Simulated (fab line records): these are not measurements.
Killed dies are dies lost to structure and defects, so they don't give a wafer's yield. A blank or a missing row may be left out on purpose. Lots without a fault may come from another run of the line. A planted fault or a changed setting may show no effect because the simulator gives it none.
Matching of chambers || flow gf180mcu || 4 sister chambers for GF_V1_ETCH_16 on rie-diel-01
The step etches BARC in N2/H2. 8 wafers are shown with their chamber, then 9 later ones without.

== WAFERS, EACH WITH ITS CHAMBER ==
{"wafer": "L079.1", "chamber": 2, "drypump-motor-current-A (A)": 6.5, "throttle-valve-pct (%)": 13.217}
{"wafer": "L079.2", "chamber": 1, "drypump-motor-current-A (A)": 6.0, "throttle-valve-pct (%)": 13.240}
{"wafer": "L082.1", "chamber": 1, "drypump-motor-current-A (A)": 6.0, "throttle-valve-pct (%)": 13.216}
{"wafer": "L082.2", "chamber": 2, "drypump-motor-current-A (A)": 6.4, "throttle-valve-pct (%)": 13.219}
{"wafer": "L082.3", "chamber": 3, "drypump-motor-current-A (A)": 6.8, "throttle-valve-pct (%)": 13.234}
{"wafer": "L082.4", "chamber": 0, "drypump-motor-current-A (A)": 5.5, "throttle-valve-pct (%)": 13.206}
{"wafer": "L082.5", "chamber": 3, "drypump-motor-current-A (A)": 6.8, "throttle-valve-pct (%)": 13.218}
{"wafer": "L082.6", "chamber": 0, "drypump-motor-current-A (A)": 5.5, "throttle-valve-pct (%)": 13.227}

== WAFERS WITHOUT THEIR CHAMBER ==
{"wafer": "L089.1", "drypump-motor-current-A (A)": 6.4, "throttle-valve-pct (%)": 13.217}
{"wafer": "L089.2", "drypump-motor-current-A (A)": 5.5, "throttle-valve-pct (%)": 13.227}
{"wafer": "L089.5", "drypump-motor-current-A (A)": 6.8, "throttle-valve-pct (%)": 13.234}
{"wafer": "L092.3", "drypump-motor-current-A (A)": 6.0, "throttle-valve-pct (%)": 13.224}
{"wafer": "L092.4", "drypump-motor-current-A (A)": 6.4, "throttle-valve-pct (%)": 13.220}
{"wafer": "L092.6", "drypump-motor-current-A (A)": 6.8, "throttle-valve-pct (%)": 13.239}
{"wafer": "L094.1", "drypump-motor-current-A (A)": 6.4, "throttle-valve-pct (%)": 13.234}
{"wafer": "L094.2", "drypump-motor-current-A (A)": 6.8, "throttle-valve-pct (%)": 13.214}
{"wafer": "L094.3", "drypump-motor-current-A (A)": 6.0, "throttle-valve-pct (%)": 13.218}

== WHICH CHAMBER EACH ONE RAN IN ==
{"wafer": "L089.1", "from the rows above": 2, "in truth": 2}
{"wafer": "L089.2", "from the rows above": 0, "in truth": 0}
{"wafer": "L089.5", "from the rows above": 3, "in truth": 3}
{"wafer": "L092.3", "from the rows above": 1, "in truth": 1}
{"wafer": "L092.4", "from the rows above": 2, "in truth": 2}
{"wafer": "L092.6", "from the rows above": 3, "in truth": 3}
{"wafer": "L094.1", "from the rows above": 2, "in truth": 2}
{"wafer": "L094.2", "from the rows above": 3, "in truth": 3}
{"wafer": "L094.3", "from the rows above": 1, "in truth": 1}
9 of 9 placed correctly. Can't be placed from these rows: 0. Wrongly placed: 0.
How it was worked out, from the rows above alone: a wafer's distance from a chamber is the root of the sum, over the readings, of the square of ((its reading less the chamber's mean) divided by the reading's scatter). The wafer belongs to the nearest chamber; if the next one is less than 2 further off, it can't be placed. Each chamber's mean is taken over the wafers shown for it. The scatter is the square root of a quotient: the sum, over the shown wafers, of each reading's squared deviation from its chamber's mean, divided by wafers minus chambers.
